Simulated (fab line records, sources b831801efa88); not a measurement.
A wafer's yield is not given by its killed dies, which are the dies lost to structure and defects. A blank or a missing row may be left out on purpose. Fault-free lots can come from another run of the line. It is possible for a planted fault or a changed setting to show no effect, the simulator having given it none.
fab line records	flow sky130
[record] lots = 13	wafers = 39	last-day = 50
route steps=708 shown DNWELL@39 VIA1@459 METAL2@487
lots that met no fault: taken from a fault-free run of the same line
start-h: hours from the record's first day to the start of the lot's first wafer shown	wait-h: hours elapsed since this lot's preceding step	" the same as in the row above	L1.1+2: one row covering several wafers at once	- no value, or no start given	* or withheld: withheld	< > ~ a bound
route shown NAME@n: names a module that has steps shown in the file, with the first one's number in the route	usual: the fault-free wafers' mean and standard deviation	same: alike in all rows	chamber/n: place in a boat	sites: per-site readings	_std_site: the standard deviation of these	_edge_site: outer sites' mean less inner sites'	radius-mm: how far each site lies from the wafer's centre	mask NAME#n: copy n	behind: the last tool/chamber to shape the wafer	hold: why the lot went on hold/how many hours it stayed there/how the hold came to an end	device: transistor that didn't switch, given as n, p or np	end of line: tests run on the same wafers once the route is complete	for a step that has no rows: nothing shown but its recipe	killed: not the wafer's yield, but the dies lost to structure and defects at the first sort	map: the dies of a wafer, with x for killed, . for not killed, _ for no die there
set.NAME: setting as actually run; set.NAME@STEP: the setting as run at that earlier step	model.NAME: the simulator's own value behind a step, which no gauge read
route steps across a sampled set of lots; one table per step, one row per wafer
services: the hour from which a tool's chamber was out of use, counted from the record's first day as start-h (under 0 if before that day), plus the number of hours and why
[[steps]]
[step SKY_DNWELL_EXPOSE_04]
[recipe] mask-id = DNM	na = 0.57	target-cd-nm = 3000	dose-mj = 222
[same] na = 0.57
lot.wafer	tool	chamber	start-h	wait-h	mask
L177.3+5+6	iline-stepper-02	0	45.11	-	DNM#0
L183.2+4+6	iline-stepper-01	0	76.39	-	DNM#0
L186.1+5+6	iline-stepper-02	0	91.77	-	DNM#0
L187.1+3+5	iline-stepper-02	0	99.81	-	DNM#0
L189.1+2+6	iline-stepper-02	0	107.97	-	DNM_R1#0
L191.2+3+5	iline-stepper-02	0	117.46	-	DNM#0
L192.4+5+6	iline-stepper-02	0	123.40	-	DNM#0
L193.1+2+3	iline-stepper-01	0	129.67	-	DNM#0
L194.4+5+6	iline-stepper-01	0	139.40	-	DNM#0
L195.3+4+5	iline-stepper-02	0	139.76	-	DNM#0
L198.1+4+6	iline-stepper-02	0	154.37	-	DNM#0
L199.3+4+5	iline-stepper-02	0	162.58	-	DNM#0
L200.1+3+5	iline-stepper-02	0	165.34	-	DNM#0
[step SKY_VIA1_THK_MEAS_01]
[recipe] reads = SiO2_of_VIA1_HDPCVD_00
[usual] VIA1_HDPCVD_THK = 1032/7.6
lot.wafer	tool	chamber	start-h	wait-h	VIA1_HDPCVD_THK[nm]
L177.3	film-metro-04	-	763.11	0.1	1035
L177.5	"	-	"	"	1035
L177.6	"	-	"	"	1038
L183.2	film-metro-02	-	816.65	0.1	1032
L183.4	"	-	"	"	1032
L183.6	"	-	"	"	1030
L186.1	film-metro-04	-	840.09	0.1	1042
L186.5	"	-	"	"	1025
L186.6	"	-	"	"	1039
L187.1	film-metro-04	-	848.53	0.1	1029
L187.3	"	-	"	"	1035
L187.5	"	-	"	"	1019
L189.1	film-metro-01	-	861.28	0.1	1029
L189.2	"	-	"	"	1028
L189.6	"	-	"	"	1025
L191.2	film-metro-04	-	871.79	0.1	1035
L191.3	"	-	"	"	1042
L191.5	"	-	"	"	1033
L192.4	film-metro-04	-	883.30	0.0	1022
L192.5	"	-	"	"	1030
L192.6	"	-	"	"	1029
L193.1	film-metro-04	-	892.68	0.1	1023
L193.2	"	-	"	"	1036
L193.3	"	-	"	"	1015
L195.3	film-metro-02	-	903.42	0.1	1026
L195.4	"	-	"	"	1020
L195.5	"	-	"	"	1040
L194.4	film-metro-01	-	907.37	0.0	1032
L194.5	"	-	"	"	1034
L194.6	"	-	"	"	1035
L198.1	film-metro-04	-	922.50	0.1	1037
L198.4	"	-	"	"	1023
L198.6	"	-	"	"	1025
L199.3	film-metro-02	-	927.54	0.1	1032
L199.4	"	-	"	"	1027
L199.5	"	-	"	"	1024
L200.1	film-metro-04	-	934.85	0.1	1035
L200.3	"	-	"	"	1042
L200.5	"	-	"	"	1025
[step SKY_METAL2_SPUTTER_04]
[recipe] material = TiN	target-thk-nm = 70	power-w = 6500	time-s = 58.3	chamber-pressure-pa = 0.4
[usual] throttle-valve-pct = 30.1/0.72
lot.wafer	tool	chamber	start-h	wait-h	throttle-valve-pct
L177.3	pvd-sputter-02	-	791.90	0.0	28.9
L177.5	"	-	"	"	29.4
L177.6	"	-	"	"	29.7
L183.2	pvd-sputter-04	-	845.12	0.0	30.9
L183.4	"	-	"	"	30.3
L183.6	"	-	"	"	30.6
L186.1	pvd-sputter-04	-	867.87	0.0	30.6
L186.5	"	-	"	"	29.6
L186.6	"	-	"	"	30.1
L187.1	pvd-sputter-04	-	876.65	0.0	30.2
L187.3	"	-	"	"	30.2
L187.5	"	-	"	"	30.6
L189.1	pvd-sputter-04	-	888.59	0.0	30.1
L189.2	"	-	"	"	30.6
L189.6	"	-	"	"	30.4
L191.2	pvd-sputter-04	-	899.50	0.0	30.4
L191.3	"	-	"	"	29.4
L191.5	"	-	"	"	30.1
L192.4	pvd-sputter-01	-	910.87	0.0	32.3
L192.5	"	-	"	"	30.4
L192.6	"	-	"	"	29.7
L193.1	pvd-sputter-02	-	919.61	0.0	29.4
L193.2	"	-	"	"	29.4
L193.3	"	-	"	"	30.3
L195.3	pvd-sputter-02	-	930.03	0.0	29.6
L195.4	"	-	"	"	29.0
L195.5	"	-	"	"	29.5
L194.4	pvd-sputter-02	-	933.48	0.0	29.5
L194.5	"	-	"	"	29.3
L194.6	"	-	"	"	29.7
L198.1	pvd-sputter-02	-	949.26	0.0	29.7
L198.4	"	-	"	"	29.1
L198.6	"	-	"	"	29.4
L199.3	pvd-sputter-02	-	954.69	0.0	30.4
L199.4	"	-	"	"	29.4
L199.5	"	-	"	"	30.4
L200.1	pvd-sputter-02	-	960.79	0.0	29.3
L200.3	"	-	"	"	29.6
L200.5	"	-	"	"	29.1
[step SKY_METAL2_THK_MEAS_06]
[recipe] thk-meas-gauge = xrf	reads = AlCu_of_METAL2_SPUTTER_02
[usual] METAL2_ALCU_THK = 240.9/2.6
lot.wafer	tool	chamber	start-h	wait-h	METAL2_ALCU_THK[nm]
L177.3	film-metro-01	-	792.09	0.1	241.7
L177.5	"	-	"	"	241.1
L177.6	"	-	"	"	241.6
L183.2	film-metro-02	-	845.30	0.1	237.1
L183.4	"	-	"	"	239.9
L183.6	"	-	"	"	238.4
L186.1	film-metro-01	-	868.04	0.1	236.0
L186.5	"	-	"	"	236.5
L186.6	"	-	"	"	238.6
L187.1	film-metro-02	-	876.82	0.1	240.1
L187.3	"	-	"	"	242.7
L187.5	"	-	"	"	240.0
L189.1	film-metro-03	-	888.76	0.1	241.7
L189.2	"	-	"	"	239.5
L189.6	"	-	"	"	242.2
L191.2	film-metro-03	-	899.68	0.1	237.9
L191.3	"	-	"	"	235.7
L191.5	"	-	"	"	237.6
L192.4	film-metro-03	-	911.07	0.1	241.0
L192.5	"	-	"	"	245.3
L192.6	"	-	"	"	244.8
L193.1	film-metro-02	-	919.78	0.1	243.6
L193.2	"	-	"	"	238.5
L193.3	"	-	"	"	240.8
L195.3	film-metro-02	-	930.22	0.1	243.2
L195.4	"	-	"	"	244.9
L195.5	"	-	"	"	243.6
L194.4	film-metro-03	-	933.68	0.1	243.9
L194.5	"	-	"	"	244.8
L194.6	"	-	"	"	243.6
L198.1	film-metro-01	-	949.43	0.1	242.0
L198.4	"	-	"	"	240.6
L198.6	"	-	"	"	243.0
L199.3	film-metro-03	-	954.88	0.1	241.3
L199.4	"	-	"	"	243.3
L199.5	"	-	"	"	242.4
L200.1	film-metro-03	-	960.96	0.1	241.0
L200.3	"	-	"	"	243.2
L200.5	"	-	"	"	240.2
[[services]]
tool	chamber	start-h	hours	kind
pvd-sputter-04	-	57.31	15.7	repair
iline-stepper-01	-	69.62	1.7	pm
iline-stepper-01	-	88.10	15.8	repair
pvd-sputter-04	-	113.09	21.9	repair
iline-stepper-01	-	136.92	2.1	pm
pvd-sputter-04	-	144.32	11.3	repair
iline-stepper-02	-	196.21	1.7	pm
pvd-sputter-02	-	222.22	0.5	repair
pvd-sputter-02	-	233.67	4.6	repair
iline-stepper-02	-	336.88	4.4	pm
pvd-sputter-04	-	359.11	5.5	repair
iline-stepper-02	-	360.04	2.1	pm
iline-stepper-02	-	411.38	1.7	pm
pvd-sputter-02	-	457.74	2.8	repair
pvd-sputter-04	-	486.91	2.7	repair
iline-stepper-02	-	567.73	16.0	repair
iline-stepper-02	-	629.51	1.7	pm
pvd-sputter-04	-	756.93	0.7	repair
pvd-sputter-02	-	790.54	0.6	repair
pvd-sputter-02	-	833.43	3.1	repair
pvd-sputter-04	-	839.20	1.4	repair
iline-stepper-02	-	847.69	1.7	pm
iline-stepper-02	-	929.61	2.2	repair
pvd-sputter-02	-	937.28	6.3	repair
[[key]]
[first-sign] step = SKY_DNWELL_EXPOSE_04	reading = mask	direction = changed
effect none on later readings
met-at SKY_DNWELL_EXPOSE_04
struck-lots L189
tester-left-out L189
not-acting-at SKY_VIA1_THK_MEAS_01,SKY_METAL2_SPUTTER_04,SKY_METAL2_THK_MEAS_06
onset-between 99.81 107.97
[fault] kind = wrong-mask	tool = any	chamber = -	onset-h = 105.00	steps = SKY_DNWELL_EXPOSE_04	aux-copy = DNM_R1#0	cd-offset-nm = -600	scope = struck-lots-only
// tester-left-out: of these lots the tester's yield and bins aren't shown, on N5 and GAA mostly nor the transistor test; their killed dies are dies lost to structure and defects alone, not to doping, threshold or leakage, so they don't give the yield
